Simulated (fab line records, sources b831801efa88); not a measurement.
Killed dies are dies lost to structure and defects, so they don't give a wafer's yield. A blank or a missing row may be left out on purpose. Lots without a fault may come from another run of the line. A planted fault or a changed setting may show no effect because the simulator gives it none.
Which tool did it? | flow sky130 | 11 lots, 33 wafers sampled, at 3 steps of a route of 708

WHAT THE GAUGES READ, wafer by wafer
SKY_LI_CONTACT_OVL_MEAS_13. Usual: LI_CONTACT_OVL 2 nm, standard deviation 6.
lot  | measured     | on         | LI_CONTACT_OVL (nm) | flag
L538 | day 28 20:58 | overlay-01 | 9 -7 2              |
L541 | day 30 10:05 | overlay-02 | -2 1 -6             |
L542 | day 30 14:32 | overlay-02 | 7 3 9               |
L543 | day 30 20:01 | overlay-01 | 1 3 4               |
L544 | day 31 08:32 | overlay-02 | -7 -4 -10           |
L549 | day 33 01:36 | overlay-01 | 5 9 8               |
L550 | day 33 09:37 | overlay-02 | 2 11 11             |
L556 | day 35 18:49 | overlay-01 | 6 0 -2              |
L557 | day 35 19:29 | overlay-01 | -5 -5 -4            |
L560 | day 36 06:49 | overlay-02 | 0 -1 0              |
L561 | day 36 17:46 | overlay-01 | 1 7 -4              |

SKY_CONTACT_THK_MEAS_01. Usual: CONTACT_CVD_00_THK 74.7 nm, standard deviation 0.93.
lot  | measured     | on            | CONTACT_CVD_00_THK (nm) | flag
L538 | day 30 03:22 | film_metro-03 | 73.9 74.1 75.0          |
L541 | day 31 15:52 | film_metro-03 | 74.3 75.4 75.6          |
L542 | day 31 20:38 | film_metro-04 | 73.8 75.3 75.8          |
L543 | day 32 02:11 | film_metro-04 | 74.5 75.6 75.7          |
L544 | day 32 14:23 | film_metro-04 | 74.9 75.2 76.5          |
L549 | day 34 06:13 | film_metro-01 | 74.2 75.1 79.8          |
L550 | day 34 14:58 | film_metro-03 | 79.0 75.5 76.6          |
L556 | day 36 23:53 | film_metro-04 | 74.1 74.0 75.1          |
L557 | day 37 00:11 | film_metro-04 | 74.7 74.2 75.4          |
L560 | day 37 11:46 | film_metro-03 | 74.3 75.9 75.5          |
L561 | day 37 21:52 | film_metro-03 | 74.2 73.7 74.5          |

WHICH TOOL RAN EACH LOT (tool, then ch and the chambers of the sampled wafers, then the start)
lot  | SKY_CONTACT_CVD_00
L538 | pecvd-03 ch 0,1,2, day 30 03:19
L541 | pecvd-04 ch 1,2, day 31 15:50
L542 | pecvd-03 ch 0,1, day 31 20:35
L543 | pecvd-01 ch 1,2, day 32 02:08
L544 | pecvd-01 ch 1,2, day 32 14:20
L549 | pecvd-01 ch 0,1,2, day 34 06:09
L550 | pecvd-01 ch 0,1, day 34 14:56
L556 | pecvd-04 ch 0,2, day 36 23:50
L557 | pecvd-03 ch 0,1,2, day 37 00:09
L560 | pecvd-01 ch 0,1, day 37 11:44
L561 | pecvd-01 ch 0,1,2, day 37 21:49
- SKY_CONTACT_CVD_00: deposits Si3N4, target thk 75 nm.

WHAT THE TOOLS THEMSELVES READ (means of the sampled wafers that have a number; where no wafer has one, the mark that the record gives instead)
SKY_CONTACT_CVD_00. Usual: heater_power_w 730 W, standard deviation 87.
lot  | tool     | heater_power_w (W) | flag
L538 | pecvd-03 | 801                |
L541 | pecvd-04 | 815                |
L542 | pecvd-03 | 779                |
L543 | pecvd-01 | 695                |
L544 | pecvd-01 | 712                |
L549 | pecvd-01 | 700                |
L550 | pecvd-01 | 690                |
L556 | pecvd-04 | 784                |
L557 | pecvd-03 | 814                |
L560 | pecvd-01 | 629                |
L561 | pecvd-01 | 673                |

THE ANSWER, worked out from the rows above alone
Rule: a lot is off if the mean of its wafers that have a number lies more than 3 standard deviations from the usual mean. A lot without any number at a reading at which 4 lots or more have one is off too. The other lots that the step has rows for count as sound. The gauges are gone through in route order, then the tools' own readings, and for those a lot's mean is taken as printed above. The first step at which some lot is off is used, and at that step the reading that is off furthest; a lot without a number counts as furthest.
No lot is off at any reading shown: from this, nothing can be told.

WHAT THE SIMULATOR HAD PUT IN
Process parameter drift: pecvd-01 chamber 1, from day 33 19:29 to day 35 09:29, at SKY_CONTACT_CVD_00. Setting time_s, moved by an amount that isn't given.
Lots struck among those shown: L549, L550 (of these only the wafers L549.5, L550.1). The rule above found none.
